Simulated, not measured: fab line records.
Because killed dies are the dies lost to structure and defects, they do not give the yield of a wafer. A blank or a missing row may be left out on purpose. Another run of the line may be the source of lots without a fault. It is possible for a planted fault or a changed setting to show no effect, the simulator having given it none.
A single fault, viewed from 2 desks ; flow sfq-line ; each desk holds nothing but its own numbers, with what lay behind them at the end

## METROLOGY DESK
What the gauges read for every lot (on any tool): the sampled wafers with a number, averaged. Any lot whose mean is over 4 standard deviations away from the usual mean is out of limits and marked OUT; that distance is given in the brackets.
Columns: A = I2_OVL at SFQ_I2_OVL_MEAS_918, usual -4 nm; B = M4_OVL at SFQ_M4_OVL_MEAS_926, usual -6 nm
lot;first seen here;A;B
L928;day 29 06:58;-7;-5
L930;day 31 18:16;-5;-1
L931;day 32 06:16;-11;-8
L933;day 38 15:31;-7;-6
L934;day 39 04:43;3;-2
L935;day 39 15:02;4;9
L936;day 40 03:03;4;-4
L937;day 40 07:50;-5;-3
L938;day 40 13:51;0;-6
L939;day 41 01:50;1;-14
L940;day 41 11:22;-7;-3
L942;day 42 08:59;-11;-16
L949;day 46 11:23;4;2
L950;day 46 13:47;-15;-7
L951;day 46 14:58;-15;-12
Result from this desk: across the 15 lots, nothing is out of limits.

## AT THE TOOL OWNER'S DESK: rie-diel-03
The tool's own readings at SFQ_TRILAYER_I3_VIA_BARC_OPEN_VIA_ETCH_121 (etches BARC in O2, target depth 125 nm, time 41.7 s): means of the sampled wafers that have a number, for each lot that ran on this tool. Any lot whose mean is over 4 standard deviations away from the usual mean is out of limits and marked OUT; that distance is given in the brackets.
Columns: A = drypump-motor-current-A at SFQ_TRILAYER_I3_VIA_BARC_OPEN_VIA_ETCH_121, usual 5.8 A; B = oes-product-au at SFQ_TRILAYER_I3_VIA_BARC_OPEN_VIA_ETCH_121, usual 0.686 a.u.; C = run-length-s at SFQ_TRILAYER_I3_VIA_BARC_OPEN_VIA_ETCH_121, usual 70.0 s
lot;first seen here;A;B;C
L928;day 41 21:01;6.3;0.681;70.0
L931;day 43 05:25;6.0;0.685;70.1
L933;day 45 12:37;5.8;0.686;69.9
L934;day 45 19:49;5.9;0.690;70.5
L935;day 46 10:13;5.9;0.685;70.0
L937;day 47 00:40;5.8;0.691;70.2
L938;day 47 05:28;6.1;0.683;70.4
L939;day 47 16:16;5.8;0.676;72.4 (+4.4) OUT
L940;day 48 04:16;5.8;0.663 (-5.1) OUT;74.3 (+7.9) OUT
L942;day 48 18:40;6.0;0.673;72.1
L949;day 53 09:01;5.9;0.687;70.1
This desk's finding: out of limits on L939, L940; first on L939, day 47 16:16 (run-length-s at SFQ_TRILAYER_I3_VIA_BARC_OPEN_VIA_ETCH_121). L928, L931, L933, L934, L935, L937, L938, L942, L949: within limits.

## PUT TOGETHER
The tool owner's desk could have raised an alarm at day 47 16:16, on L939, L940.
The metrology desk saw nothing out of limits.
The metrology desk has L939, L940 on record, within its limits.
All the named lots went through SFQ_TRILAYER_I3_VIA_BARC_OPEN_VIA_ETCH_121 on rie-diel-03.

## WHAT THE SIMULATOR HAD INSERTED
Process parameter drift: rie-diel-03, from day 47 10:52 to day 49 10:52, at SFQ_TRILAYER_I3_VIA_BARC_OPEN_VIA_ETCH_121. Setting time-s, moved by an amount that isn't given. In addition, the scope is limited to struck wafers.
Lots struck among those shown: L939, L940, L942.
Time in hours from fault onset to the first out-of-limits reading at each desk: the tool owner's desk, 5.
